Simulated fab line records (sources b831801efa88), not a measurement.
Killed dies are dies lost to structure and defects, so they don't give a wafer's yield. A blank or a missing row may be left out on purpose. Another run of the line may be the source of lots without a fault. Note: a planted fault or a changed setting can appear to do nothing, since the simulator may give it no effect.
Chamber matching || flow gf180mcu || GF_V2_CMP_26 on cmp-01 has 4 sister chambers
The step polishes, stops on SiO2, t overpolish 15 s, target thk 0 nm. 4 wafers are shown with their chamber, then 7 later ones without.

WAFERS PAIRED WITH THEIR CHAMBERS
{"wafer": "L276.6", "chamber": 0, "motor-current-A (A)": 12.2}
{"wafer": "L278.4", "chamber": 2, "motor-current-A (A)": 9.1}
{"wafer": "L279.4", "chamber": 3, "motor-current-A (A)": 9.2}
{"wafer": "L279.5", "chamber": 1, "motor-current-A (A)": 12.3}

WAFERS WHOSE CHAMBER IS MISSING
{"wafer": "L279.6", "motor-current-A (A)": 8.9}
{"wafer": "L292.1", "motor-current-A (A)": 12.4}
{"wafer": "L292.3", "motor-current-A (A)": 12.4}
{"wafer": "L292.6", "motor-current-A (A)": 12.9}
{"wafer": "L293.1", "motor-current-A (A)": 8.9}
{"wafer": "L293.2", "motor-current-A (A)": 12.5}
{"wafer": "L293.3", "motor-current-A (A)": 9.3}

WHICH CHAMBER EACH WENT THROUGH
{"wafer": "L279.6", "from the rows above": "can't be placed: 2 or 3", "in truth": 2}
{"wafer": "L292.1", "from the rows above": "can't be placed: 1 or 0", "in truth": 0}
{"wafer": "L292.3", "from the rows above": "can't be placed: 1 or 0", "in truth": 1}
{"wafer": "L292.6", "from the rows above": "can't be placed: 1 or 0", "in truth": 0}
{"wafer": "L293.1", "from the rows above": "can't be placed: 2 or 3", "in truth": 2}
{"wafer": "L293.2", "from the rows above": "can't be placed: 1 or 0", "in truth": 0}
{"wafer": "L293.3", "from the rows above": "can't be placed: 3 or 2", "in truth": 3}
0 of 7 placed correctly. Cannot be placed on the basis of these rows: 7; the candidates contain the true chamber in 7. 0 placed wrongly.
How it was worked out, from the rows above alone: a wafer's distance from a chamber is the root of the sum, over the readings, of the square of ((its reading less the chamber's mean) divided by the reading's scatter). The wafer belongs to the nearest chamber; if the next one is less than 2 further off, it can't be placed. For every chamber, the mean is computed from those of its wafers that are shown. The scatter: with one shown wafer a chamber, the root of the mean of the squares of how far each hidden wafer lies from its nearest shown one.
